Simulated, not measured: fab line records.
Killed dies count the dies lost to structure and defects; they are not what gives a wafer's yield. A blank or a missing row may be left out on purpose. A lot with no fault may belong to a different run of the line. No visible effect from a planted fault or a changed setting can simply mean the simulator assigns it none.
Code-filled problem report in 8D (eight disciplines) form    flow gf180mcu    the parts of the form that need people (team, actions taken, sign-off) are left out

1. THE ISSUE
biasW at GF_V5_ETCH_16 reads a mean of 93.5 W on 4 wafers of 2 lots; wafers without a fault read 100.0 W with a standard deviation of 0.32. That puts it -20 standard deviations away from the usual mean.
The step: etches BARC in N2/H2.
The first sign was on wafer L951.4 at day 31 05:32, on rieDiel-03. The record has a number at this step for 18 wafers belonging to 6 lots. The rule behind "out" and "out of limits": a value lying over 4 standard deviations away from the usual mean. Any other wafer with a number is counted as sound.

2. WHAT THIS IS AND IS NOT
question                     is                              is not
which readings at this step  biasW                           drypumpMotorCurrentA, oesProductAu, throttleValvePct
which lots                   L951, L955                      L941, L942, L954, L960
which wafers of those lots   L951.4, L951.6, L955.1, L955.6  L951.1, L955.2
read on which tools          rieDiel-03                      rieDiel-01, rieDiel-02
when                         from day 31 05:32               up to then (7 sound wafers); but 7 sound wafers of L954, L955, L960 came after

3. SUSPECTS, AND WHAT RULES EACH OUT
Counting: any tool at a process step up to the reading remains a suspect provided it ran every lot that is out. Sound lots after the first of them don't rule it out here, since some wafers of a struck lot are sound.
- rieDiel-03 at GF_V5_ETCH_16 (etches BARC in N2/H2): kept. Ran every lot that is out, first one L951 (day 31 05:32); last sound lot up to then L942 (day 28 15:48). Out on those wafers are its own readings of biasW.
- In rieDiel-03 at GF_V5_ETCH_16, the wafers that are out were processed in chamber 1 and their sound lot-mates in chambers 0, 3.
Remaining after the count: rieDiel-03 at GF_V5_ETCH_16.

4. THE CAUSE (what the simulator had put in)
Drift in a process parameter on rieDiel-03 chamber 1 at GF_V5_ETCH_16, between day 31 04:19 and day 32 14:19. Setting biasW, moved by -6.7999, from 100. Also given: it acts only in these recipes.
The count eliminated every tool but this one.

5. THE EFFECT CHAIN, in route order
Each row: a reading whose mean over the struck wafers that have a number lies more than 3 standard deviations from the usual. Only readings for which the record gives a usual standard deviation are gone through. hours: the time from each lot's start at the first step in this table that gives one to its start at this step, as a median over the lots. sigmas: the change in usual standard deviations.
hours  step           reading  usual    on struck wafers  change  sigmas
0      GF_V5_ETCH_16  biasW    100.0 W  93.5              -6.5    -20
Its process steps:
- GF_V5_ETCH_16: etches BARC in N2/H2.

6. WHAT WOULD HAVE CAUGHT IT SOONER
In this record the first reading out of limits was taken at day 31 05:32, 1 hour after the fault began at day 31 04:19.
